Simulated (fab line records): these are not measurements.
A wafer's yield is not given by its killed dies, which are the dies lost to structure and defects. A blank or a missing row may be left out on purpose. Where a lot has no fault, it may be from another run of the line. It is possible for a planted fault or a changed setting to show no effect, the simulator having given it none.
Which tool was responsible? :: flow gf180mcu :: 36 wafers from 12 lots sampled at 4 of the route's 602 steps

WHAT THE GAUGES SHOWED, per wafer
GF_TOP_METAL_THK_MEAS_06: measures by xrf. Usual: TOP_METAL_ALCU_THK gives 904 nm (standard deviation 11).
lot: L342
measured: day 27 09:41
on: film-metro-04
TOP_METAL_ALCU_THK (nm): 908 900 912
flag: 

lot: L343
measured: day 27 11:56
on: film-metro-04
TOP_METAL_ALCU_THK (nm): 911 904 902
flag: 

lot: L347
measured: day 28 17:05
on: film-metro-03
TOP_METAL_ALCU_THK (nm): 898 912 900
flag: 

lot: L348
measured: day 29 04:25
on: film-metro-04
TOP_METAL_ALCU_THK (nm): 902 905 911
flag: 

lot: L351
measured: day 30 10:29
on: film-metro-04
TOP_METAL_ALCU_THK (nm): 893 901 904
flag: 

lot: L353
measured: day 30 20:53
on: film-metro-04
TOP_METAL_ALCU_THK (nm): 894 898 911
flag: 

lot: L360
measured: day 32 10:55
on: film-metro-03
TOP_METAL_ALCU_THK (nm): 891 890 884
flag: 

lot: L361
measured: day 32 15:50
on: film-metro-02
TOP_METAL_ALCU_THK (nm): 910 928 923
flag: 

lot: L362
measured: day 32 21:06
on: film-metro-02
TOP_METAL_ALCU_THK (nm): 893 895 897
flag: 

lot: L363
measured: day 33 03:41
on: film-metro-02
TOP_METAL_ALCU_THK (nm): 918 904 908
flag: 

lot: L364
measured: day 33 06:50
on: film-metro-04
TOP_METAL_ALCU_THK (nm): 900 911 906
flag: 

lot: L365
measured: day 33 17:14
on: film-metro-03
TOP_METAL_ALCU_THK (nm): 889 896 895
flag: 

GF_PASSIVATION_BOW_MEAS_14. Usual: PASSIVATION_BOW gives 138 um (standard deviation 9.4).
lot: L342
measured: day 29 03:26
on: film-metro-03
PASSIVATION_BOW (um): 136 127 130
flag: 

lot: L343
measured: day 29 06:11
on: film-metro-01
PASSIVATION_BOW (um): 123 114 127
flag: 

lot: L347
measured: day 30 10:02
on: film-metro-01
PASSIVATION_BOW (um): 133 131 134
flag: 

lot: L348
measured: day 30 20:32
on: film-metro-03
PASSIVATION_BOW (um): 148 148 160
flag: 

lot: L351
measured: day 31 23:42
on: film-metro-03
PASSIVATION_BOW (um): 142 131 126
flag: 

lot: L353
measured: day 32 09:56
on: film-metro-01
PASSIVATION_BOW (um): 149 145 142
flag: 

lot: L360
measured: day 33 21:54
on: film-metro-03
PASSIVATION_BOW (um): 133 146 136
flag: 

lot: L361
measured: day 34 01:54
on: film-metro-01
PASSIVATION_BOW (um): 134 137 131
flag: 

lot: L362
measured: day 34 06:54
on: film-metro-01
PASSIVATION_BOW (um): 147 146 141
flag: 

lot: L363
measured: day 34 13:35
on: film-metro-02
PASSIVATION_BOW (um): 128 141 139
flag: 

lot: L364
measured: day 34 16:51
on: film-metro-01
PASSIVATION_BOW (um): 133 121 134
flag: 

lot: L365
measured: day 35 01:24
on: film-metro-02
PASSIVATION_BOW (um): 154 141 160
flag: 

TOOL THAT RAN EACH LOT (tool first, then ch and the chambers of the sampled wafers, then the start)
lot: L342
GF_POLY_GATE_ETCH_13: rie-si-01 ch 0,2,3, day 9 05:35
GF_MIM_STRIP_20: plasma-asher-02 ch 0,1, day 25 12:58

lot: L343
GF_POLY_GATE_ETCH_13: rie-si-01 ch 1,2,3, day 9 11:02
GF_MIM_STRIP_20: plasma-asher-01 ch 0, day 25 14:55

lot: L347
GF_POLY_GATE_ETCH_13: rie-si-01 ch 0,3, day 10 13:34
GF_MIM_STRIP_20: plasma-asher-04 ch 0,1, day 26 21:32

lot: L348
GF_POLY_GATE_ETCH_13: rie-si-02 ch 1,2, day 10 23:28
GF_MIM_STRIP_20: plasma-asher-02 ch 0,1, day 27 10:35

lot: L351
GF_POLY_GATE_ETCH_13: rie-si-02 ch 0,1,2, day 12 02:20
GF_MIM_STRIP_20: plasma-asher-04 ch 0,1, day 28 17:11

lot: L353
GF_POLY_GATE_ETCH_13: rie-si-01 ch 0,1,2, day 12 17:23
GF_MIM_STRIP_20: plasma-asher-01 ch 0,1, day 29 04:23

lot: L360
GF_POLY_GATE_ETCH_13: rie-si-02 ch 0,1,3, day 14 13:29
GF_MIM_STRIP_20: plasma-asher-02 ch 0,1, day 30 20:25

lot: L361
GF_POLY_GATE_ETCH_13: rie-si-02 ch 0,2,3, day 14 19:56
GF_MIM_STRIP_20: plasma-asher-04 ch 0,1, day 31 03:16

lot: L362
GF_POLY_GATE_ETCH_13: rie-si-02 ch 0,1,2, day 15 01:56
GF_MIM_STRIP_20: plasma-asher-02 ch 0,1, day 31 07:35

lot: L363
GF_POLY_GATE_ETCH_13: rie-si-01 ch 0,2,3, day 15 10:47
GF_MIM_STRIP_20: plasma-asher-01 ch 0,1, day 31 14:20

lot: L364
GF_POLY_GATE_ETCH_13: rie-si-01 ch 1,2,3, day 15 14:11
GF_MIM_STRIP_20: plasma-asher-02 ch 0,1, day 31 18:43

lot: L365
GF_POLY_GATE_ETCH_13: rie-si-01 ch 1,3, day 16 02:23
GF_MIM_STRIP_20: plasma-asher-04 ch 0, day 32 05:53
- GF_POLY_GATE_ETCH_13: etches poly-Si in HBr/Cl2, stops on SiO2, target depth 198.5 nm, time 69.6 s.
- GF_MIM_STRIP_20: strips in O2/N2.

WHAT THE TOOLS THEMSELVES READ (means of the sampled wafers that have a number; where no wafer has one, the mark that the record gives instead)
GF_POLY_GATE_ETCH_13. Usual: drypump-motor-current-A 5.7 A, standard deviation 0.44; oes-product-au 0.989 a.u., standard deviation 0.0077; throttle-valve-pct 33.684 %, standard deviation 0.0082.
lot: L342
tool: rie-si-01
drypump-motor-current-A (A): 5.7
oes-product-au (a.u.): 0.992
throttle-valve-pct (%): 33.681
flag: 

lot: L343
tool: rie-si-01
drypump-motor-current-A (A): 5.7
oes-product-au (a.u.): 0.991
throttle-valve-pct (%): 33.683
flag: 

lot: L347
tool: rie-si-01
drypump-motor-current-A (A): 5.3
oes-product-au (a.u.): 0.993
throttle-valve-pct (%): 33.677
flag: 

lot: L348
tool: rie-si-02
drypump-motor-current-A (A): 5.5
oes-product-au (a.u.): 0.986
throttle-valve-pct (%): 33.683
flag: 

lot: L351
tool: rie-si-02
drypump-motor-current-A (A): 5.8
oes-product-au (a.u.): 0.982
throttle-valve-pct (%): 33.682
flag: 

lot: L353
tool: rie-si-01
drypump-motor-current-A (A): 6.1
oes-product-au (a.u.): 0.992
throttle-valve-pct (%): 33.681
flag: 

lot: L360
tool: rie-si-02
drypump-motor-current-A (A): 5.6
oes-product-au (a.u.): 0.986
throttle-valve-pct (%): 33.688
flag: 

lot: L361
tool: rie-si-02
drypump-motor-current-A (A): 5.8
oes-product-au (a.u.): 1.002
throttle-valve-pct (%): 33.682
flag: 

lot: L362
tool: rie-si-02
drypump-motor-current-A (A): 5.8
oes-product-au (a.u.): 0.986
throttle-valve-pct (%): 33.683
flag: 

lot: L363
tool: rie-si-01
drypump-motor-current-A (A): 5.8
oes-product-au (a.u.): 0.986
throttle-valve-pct (%): 33.686
flag: 

lot: L364
tool: rie-si-01
drypump-motor-current-A (A): 5.7
oes-product-au (a.u.): 0.989
throttle-valve-pct (%): 33.680
flag: 

lot: L365
tool: rie-si-01
drypump-motor-current-A (A): 5.6
oes-product-au (a.u.): 0.989
throttle-valve-pct (%): 33.675
flag: 

GF_MIM_STRIP_20. Usual: drypump-motor-current-A 5.8 A, standard deviation 0.39; heater-power-w 327 W, standard deviation 33; oes-product-au 0.692 a.u., standard deviation 0.0051; strip-time-to-endpoint-s 11.24 s, standard deviation 0.04.
lot: L342
tool: plasma-asher-02
drypump-motor-current-A (A): 6.0
heater-power-w (W): 346
oes-product-au (a.u.): 0.693
strip-time-to-endpoint-s (s): 11.18
flag: 

lot: L343
tool: plasma-asher-01
drypump-motor-current-A (A): 5.2
heater-power-w (W): 367
oes-product-au (a.u.): 0.692
strip-time-to-endpoint-s (s): 11.26
flag: 

lot: L347
tool: plasma-asher-04
drypump-motor-current-A (A): 5.8
heater-power-w (W): 299
oes-product-au (a.u.): 0.691
strip-time-to-endpoint-s (s): 11.20
flag: 

lot: L348
tool: plasma-asher-02
drypump-motor-current-A (A): 6.0
heater-power-w (W): 346
oes-product-au (a.u.): 0.692
strip-time-to-endpoint-s (s): 11.21
flag: 

lot: L351
tool: plasma-asher-04
drypump-motor-current-A (A): 6.1
heater-power-w (W): 301
oes-product-au (a.u.): 0.694
strip-time-to-endpoint-s (s): 11.24
flag: 

lot: L353
tool: plasma-asher-01
drypump-motor-current-A (A): 5.3
heater-power-w (W): 325
oes-product-au (a.u.): 0.692
strip-time-to-endpoint-s (s): 11.27
flag: 

lot: L360
tool: plasma-asher-02
drypump-motor-current-A (A): 5.9
heater-power-w (W): 370
oes-product-au (a.u.): 0.695
strip-time-to-endpoint-s (s): 11.28
flag: 

lot: L361
tool: plasma-asher-04
drypump-motor-current-A (A): 6.1
heater-power-w (W): 308
oes-product-au (a.u.): 0.695
strip-time-to-endpoint-s (s): 11.26
flag: 

lot: L362
tool: plasma-asher-02
drypump-motor-current-A (A): 6.0
heater-power-w (W): 346
oes-product-au (a.u.): 0.693
strip-time-to-endpoint-s (s): 11.16
flag: 

lot: L363
tool: plasma-asher-01
drypump-motor-current-A (A): 5.2
heater-power-w (W): 345
oes-product-au (a.u.): 0.689
strip-time-to-endpoint-s (s): 11.27
flag: 

lot: L364
tool: plasma-asher-02
drypump-motor-current-A (A): 6.0
heater-power-w (W): 347
oes-product-au (a.u.): 0.689
strip-time-to-endpoint-s (s): 11.26
flag: 

lot: L365
tool: plasma-asher-04
drypump-motor-current-A (A): 5.5
heater-power-w (W): 288
oes-product-au (a.u.): 0.697
strip-time-to-endpoint-s (s): 11.24
flag: 

THE ANSWER, worked out from the rows above alone
Rule: a lot is off if the mean of its wafers that have a number lies more than 3 standard deviations from the usual mean. Also off: a lot with no number at a reading for which 4 or more lots have one. Any other lot the step has rows for is counted as sound. The gauges are gone through in route order, then the tools' own readings, and for those a lot's mean is taken as printed above. At the first step where some lot is off, the reading lying furthest off is the one used; lots without a number count as furthest.
None of the lots is off at any reading shown; this tells nothing.

WHAT HAD BEEN PUT IN BY THE SIMULATOR
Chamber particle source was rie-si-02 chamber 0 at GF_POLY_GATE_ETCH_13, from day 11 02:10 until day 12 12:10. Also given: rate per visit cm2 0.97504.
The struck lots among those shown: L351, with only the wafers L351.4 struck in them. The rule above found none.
